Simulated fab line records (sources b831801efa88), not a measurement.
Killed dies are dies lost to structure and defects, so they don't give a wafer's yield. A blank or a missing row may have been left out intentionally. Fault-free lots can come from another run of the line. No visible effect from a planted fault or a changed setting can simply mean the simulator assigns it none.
Matching of chambers	flow sky130	rie si-01 running SKY_POLY_GATE_ETCH_17: 4 sister chambers
The step etches poly-Si in HBr/Cl2, stops on SiO2, target depth 180 nm, time 70.5 s. 19 wafers are shown with their chamber, then 9 later ones without.

EACH WAFER AND ITS CHAMBER
wafer	chamber	drypump motor current A (A)	oes product au (a.u.)	throttle valve pct (%)
L979.1	0	6.2	0.990	33.672
L979.3	2	6.4	0.983	33.677
L979.5	1	5.9	0.979	33.671
L981.1	2	6.4	0.991	33.695
L981.2	0	6.2	0.978	33.694
L981.6	0	6.2	0.997	33.672
L982.1	2	6.4	0.998	33.695
L982.2	0	6.2	0.986	33.670
L983.4	1	5.9	0.970	33.675
L983.6	2	6.3	0.977	33.691
L991.3	2	6.4	0.996	33.668
L991.4	3	6.2	0.992	33.677
L991.6	0	6.2	0.995	33.681
L993.1	0	6.2	0.973	33.673
L993.3	2	6.4	0.982	33.684
L993.5	1	5.9	0.974	33.684
L995.1	1	5.9	0.978	33.680
L995.5	1	5.9	0.970	33.685
L995.6	0	6.2	0.993	33.677

SIGNATURES, as means of the wafers listed above
reading	chamber 0	chamber 1	chamber 2	chamber 3	scatter within a chamber
drypump motor current A	6.200	5.900	6.383	6.200	0.0236
oes product au	0.98743	0.97420	0.98783	0.99200	0.0078
throttle valve pct	33.67700	33.67900	33.68500	33.67700	0.00876
Rule: for a wafer and a chamber, the distance is found by dividing, reading by reading, the gap between the wafer's reading and the chamber's mean by the reading's scatter, squaring, summing and taking the root. If the next closest chamber is less than 2 further off than the closest, the wafer can't be placed; otherwise it belongs to the closest. The scatter: take each reading less its chamber's mean, square it, sum over the shown wafers, divide by the number of wafers less the number of chambers, and take the root.

WAFERS WITHOUT THEIR CHAMBER
wafer	drypump motor current A (A)	oes product au (a.u.)	throttle valve pct (%)
L997.4	5.9	0.979	33.672
L997.5	6.2	0.987	33.689
L997.6	6.2	0.999	33.672
L999.2	5.9	0.981	33.681
L999.4	6.2	0.982	33.688
L999.5	5.9	0.985	33.663
L101.1	6.2	0.992	33.691
L101.4	6.4	0.991	33.677
L101.6	6.2	0.980	33.685

EACH ONE'S CHAMBER
wafer	from the rows above	in truth
L997.4	1	1
L997.5	can't be placed: 0 or 3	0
L997.6	can't be placed: 3 or 0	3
L999.2	1	1
L999.4	can't be placed: 0 or 3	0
L999.5	1	1
L101.1	can't be placed: 3 or 0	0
L101.4	2	2
L101.6	can't be placed: 0 or 3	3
Correct placement for 4 of the 9. From these rows, 5 cannot be placed; in 5 the true chamber is one of the candidates. 0 placed wrongly.
